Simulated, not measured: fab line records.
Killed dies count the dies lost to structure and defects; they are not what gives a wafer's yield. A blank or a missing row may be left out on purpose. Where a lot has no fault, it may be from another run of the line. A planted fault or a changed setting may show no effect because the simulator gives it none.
Chamber matching :: flow gf180mcu :: 3 sister chambers for GF_V5_CVD_02 on pecvd-04
The step deposits SiO2 from TEOS, target thk 1450 nm, time 163.28 s. 24 wafers are shown with their chamber, then 12 later ones without.

WAFERS WITH THEIR CHAMBER
wafer: L074.2
chamber: 2
heater_power_w (W): 719

wafer: L074.3
chamber: 0
heater_power_w (W): 834

wafer: L074.4
chamber: 1
heater_power_w (W): 578

wafer: L075.2
chamber: 1
heater_power_w (W): 467

wafer: L075.3
chamber: 0
heater_power_w (W): 718

wafer: L075.5
chamber: 2
heater_power_w (W): 609

wafer: L076.2
chamber: 1
heater_power_w (W): 542

wafer: L076.5
chamber: 1
heater_power_w (W): 570

wafer: L076.6
chamber: 0
heater_power_w (W): 805

wafer: L082.1
chamber: 2
heater_power_w (W): 677

wafer: L082.2
chamber: 1
heater_power_w (W): 521

wafer: L082.3
chamber: 0
heater_power_w (W): 806

wafer: L085.1
chamber: 0
heater_power_w (W): 725

wafer: L085.3
chamber: 2
heater_power_w (W): 587

wafer: L085.4
chamber: 0
heater_power_w (W): 838

wafer: L087.1
chamber: 2
heater_power_w (W): 708

wafer: L087.2
chamber: 1
heater_power_w (W): 496

wafer: L087.3
chamber: 0
heater_power_w (W): 685

wafer: L087.4
chamber: 2
heater_power_w (W): 596

wafer: L087.5
chamber: 0
heater_power_w (W): 785

wafer: L087.6
chamber: 1
heater_power_w (W): 555

wafer: L088.1
chamber: 1
heater_power_w (W): 543

wafer: L088.2
chamber: 2
heater_power_w (W): 673

wafer: L088.5
chamber: 2
heater_power_w (W): 726

SIGNATURES (means of the wafers above)
reading: heater_power_w
chamber 0: 774.50
chamber 1: 534.00
chamber 2: 661.88
scatter within a chamber: 51.5
Rule: distance of a wafer from a chamber = root of the sum over the readings of ((wafer's reading minus chamber's mean) / reading's scatter) squared. The wafer belongs to the nearest chamber; if the next one is less than 2 further off, it can't be placed. The scatter: take each reading less its chamber's mean, square it, sum over the shown wafers, divide by the number of wafers less the number of chambers, and take the root.

WAFERS WHOSE CHAMBER IS MISSING
wafer: L089.2
heater_power_w (W): 552

wafer: L089.3
heater_power_w (W): 824

wafer: L089.5
heater_power_w (W): 457

wafer: L092.1
heater_power_w (W): 767

wafer: L092.2
heater_power_w (W): 694

wafer: L092.3
heater_power_w (W): 558

wafer: L092.4
heater_power_w (W): 459

wafer: L092.5
heater_power_w (W): 820

wafer: L092.6
heater_power_w (W): 736

wafer: L097.1
heater_power_w (W): 535

wafer: L097.2
heater_power_w (W): 667

wafer: L097.6
heater_power_w (W): 727

WHICH CHAMBER EACH ONE RAN IN
wafer: L089.2
from the rows above: can't be placed: 1 or 2
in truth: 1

wafer: L089.3
from the rows above: 0
in truth: 0

wafer: L089.5
from the rows above: 1
in truth: 1

wafer: L092.1
from the rows above: can't be placed: 0 or 2
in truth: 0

wafer: L092.2
from the rows above: can't be placed: 2 or 0
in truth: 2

wafer: L092.3
from the rows above: can't be placed: 1 or 2
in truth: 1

wafer: L092.4
from the rows above: 1
in truth: 1

wafer: L092.5
from the rows above: 0
in truth: 0

wafer: L092.6
from the rows above: can't be placed: 0 or 2
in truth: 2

wafer: L097.1
from the rows above: 1
in truth: 1

wafer: L097.2
from the rows above: can't be placed: 2 or 0
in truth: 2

wafer: L097.6
from the rows above: can't be placed: 0 or 2
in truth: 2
Placed correctly: 5 of 12. Unplaceable from these rows: 7, with the true chamber sitting among the candidates in 7. 0 placed wrongly.
